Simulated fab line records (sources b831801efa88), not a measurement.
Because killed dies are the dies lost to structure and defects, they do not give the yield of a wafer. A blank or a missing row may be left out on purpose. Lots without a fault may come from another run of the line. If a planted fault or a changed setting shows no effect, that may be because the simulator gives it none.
A lot that was struck, set against a sound lot	flow gf180mcu	19 steps out of a route of 602
Sound: wafers L479.2, L479.4, L479.6. The struck wafers were L471.1, L471.3, L471.5. The cause is named last.
Order at every step that has rows: each side's tool, ch and its chambers, its first start. Under that, the readings that differ: sound wafers	struck wafers	difference of the means	sigmas: that difference in standard deviations of wafers without a fault.
alike: same words and numbers on both sides, and readings whose means sit less than 2 such deviations apart. not compared: any withheld reading, any reading some wafer has no value for, any bound like >300 that may hide the same value, and any number with overlapping values for which the record gives no deviation.
The two part at a step that has a row with sigmas, a row that says differs or no value, or rows on one side only. Numbers that don't overlap but have no deviation are shown without sigmas and don't part them. A reading that every wafer of one side lacks parts them only if that side has two wafers or more.

first, 4 steps without rows for these wafers: GF_V3_ETCH_17 (etches SiO2 in C4F8/O2/Ar, stops on TiN, target depth 635 nm); GF_V3_STRIP_18 (strips in O2/N2); GF_V3_STRIP_19 (strips in post etch residue remover, time 1200 s); GF_V3_CLEAN_20 (cleans in DIW).
GF_V3_SPUTTER_21: material Ti, target thk 15 nm, time 80.02 s.
  sound: pvd sputter-01 at day 28 11:50; struck: pvd sputter-01 at day 26 00:17
  alike: throttle valve pct
then, 2 steps without rows for these wafers: GF_V3_SPUTTER_22 (material TiN, target thk 10 nm, time 40 s); GF_V3_CVD_23 (deposits W, target thk 350 nm, time 104.9 s).
GF_V3_RS_MEAS_24: measurement is done with a four-point probe.
  sound: film metro-02 at day 28 12:05; struck: film metro-02 at day 26 00:30
reading	sound	struck	difference	sigmas
V3_W_RS (ohm/sq)	0.327 0.331 0.327	0.324 0.315 0.321	-0.008	-2
GF_V3_THK_MEAS_25: measures by xrf.
  sound: film metro-02 at day 28 12:11; struck: film metro-02 at day 26 00:37
reading	sound	struck	difference	sigmas
V3_W_THK (nm)	346 339 344	349 360 354	+11	+2
GF_V3_CMP_26: polishes, stops on SiO2, t overpolish 15 s, target thk 0 nm.
  sound on cmp-02 ch 1,2, day 28 12:14; struck on cmp-02 ch 0,2, day 26 00:44
  alike: motor current A, overpolish run s, slurry filter dp kPa, time to endpoint s
then, 1 step without rows for these wafers: GF_M4_SPUTTER_00 (material Ti, target thk 37.5 nm, time 150 s).
GF_M4_SPUTTER_01: material TiN, target thk 30 nm, time 25 s.
  sound: pvd sputter-04 at day 28 12:38; struck: pvd sputter-02 at day 26 01:05
  alike: throttle valve pct
GF_M4_SPUTTER_02: material AlCu, target thk 450 nm, time 23.9 s.
  sound: pvd sputter-04 at day 28 12:40; struck: pvd sputter-02 at day 26 01:07
reading	sound	struck	difference	sigmas
model.AlCu_of_M4_SPUTTER_02.thk nm (nm)	458.5 452.8 461.3	825.2 829.5 823.6	+368.6	
  alike: throttle valve pct
GF_M4_SPUTTER_03: material Ti, target thk 10 nm, time 6.7 s.
  sound: pvd sputter-04 at day 28 12:42; struck: pvd sputter-02 at day 26 01:08
  alike: throttle valve pct
GF_M4_SPUTTER_04: material TiN, target thk 50 nm, time 41.7 s.
  sound: pvd sputter-04 at day 28 12:43; struck: pvd sputter-02 at day 26 01:10
  alike: throttle valve pct
GF_M4_RS_MEAS_05: measurement is done with a four-point probe.
  sound: film metro-01 at day 28 12:47; struck: film metro-01 at day 26 01:12
reading	sound	struck	difference	sigmas
M4_ALCU_RS (ohm/sq)	0.0683 0.0691 0.0679	0.0377 0.0375 0.0379	-0.0307	-39
GF_M4_THK_MEAS_06: measures by xrf.
  sound: film metro-01 at day 28 12:53; struck: film metro-01 at day 26 01:19
reading	sound	struck	difference	sigmas
M4_ALCU_THK (nm)	457 450 459	813 816 814	+359	+62
then, 1 step without rows for these wafers: GF_M4_DEHYDRATE_07 (time 60 s).
-- the record jumps here: 6 days lie between the struck wafers' starts before and after (it left off in module M4 and takes up again in module PASSIVATION, whose first step shown is number 602 of the route) --
GF_PASSIVATION_PROBE_99:
  record: rows for the struck wafers here (prober-01, day 32 00:05), none for the sound ones

WHERE THEY PART
First at GF_V3_RS_MEAS_24; last, within this record, at GF_PASSIVATION_PROBE_99.

WHY: the cause the simulator had injected
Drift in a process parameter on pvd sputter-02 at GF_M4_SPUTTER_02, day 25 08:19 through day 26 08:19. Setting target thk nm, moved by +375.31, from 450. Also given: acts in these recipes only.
